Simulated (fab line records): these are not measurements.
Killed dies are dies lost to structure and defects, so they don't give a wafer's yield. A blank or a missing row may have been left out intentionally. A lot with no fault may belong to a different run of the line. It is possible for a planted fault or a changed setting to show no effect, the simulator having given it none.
The same fault as seen by 2 desks | flow sky130 | each desk holds nothing but its own numbers, with what lay behind them at the end

== TOOL OWNER'S DESK, litho_track-03 ==
For each lot that ran on this tool, the mean over its sampled wafers that have a number, from the tool's own readings at SKY_NWELL_SOFTBAKE_06. A lot is out of limits, marked OUT, if its mean lies more than 4 standard deviations from the usual mean; the brackets give that distance.
Columns: A = heater_power_total_W at SKY_NWELL_SOFTBAKE_06, usual 65.32 W; B = plate_temp_C at SKY_NWELL_SOFTBAKE_06, usual 110.01 C
lot  | first seen here | A               | B
L439 | day 4 17:15     | 65.32           | 110.15
L448 | day 6 19:20     | 70.86 (+43) OUT | 116.83 (+57) OUT
L449 | day 7 00:40     | 70.70 (+41) OUT | 116.71 (+56) OUT
L459 | day 9 10:36     | 65.30           | 110.01
This desk finds L448, L449 out of limits, L448 being first, at day 6 19:20 (heater_power_total_W at SKY_NWELL_SOFTBAKE_06). In limits: L439, L459.

== FROM THE METROLOGY DESK ==
Lot by lot, what the gauges showed, no matter which tool ran the lot: averages of those sampled wafers that carry a number. A lot is out of limits, marked OUT, if its mean lies more than 4 standard deviations from the usual mean; the brackets give that distance.
Columns: A = FIELD_ISO_OXIDATION_01_THK at SKY_FIELD_ISO_THK_MEAS_23, usual 10.08 nm
lot  | first seen here | A
L437 | day 2 07:05     | 9.99
L438 | day 2 11:25     | 10.32
L439 | day 2 19:25     | 10.13
L440 | day 2 23:26     | 10.21
L441 | day 3 04:52     | 9.98
L448 | day 4 15:50     | 10.10
L449 | day 4 21:04     | 10.11
L455 | day 6 02:51     | 10.35
L457 | day 6 14:19     | 9.97
L459 | day 7 00:29     | 10.11
L460 | day 7 08:11     | 10.19
This desk's finding: nothing out of limits on any of the 11 lots.

== ALL TOGETHER ==
On L448, L449, at day 6 19:20, an alarm was possible from the tool owner's desk.
The metrology desk saw nothing out of limits.
The metrology desk has L448, L449 on record, within its limits.
All the named lots went through SKY_NWELL_SOFTBAKE_06 on litho_track-03.

== WHAT HAD BEEN PUT IN BY THE SIMULATOR ==
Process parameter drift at SKY_NWELL_SOFTBAKE_06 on litho_track-03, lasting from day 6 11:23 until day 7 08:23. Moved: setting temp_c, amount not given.
Struck lots among those shown: L448, L449.
How many hours passed from the start of the fault until each desk's first out-of-limits reading: the tool owner's desk, 8.
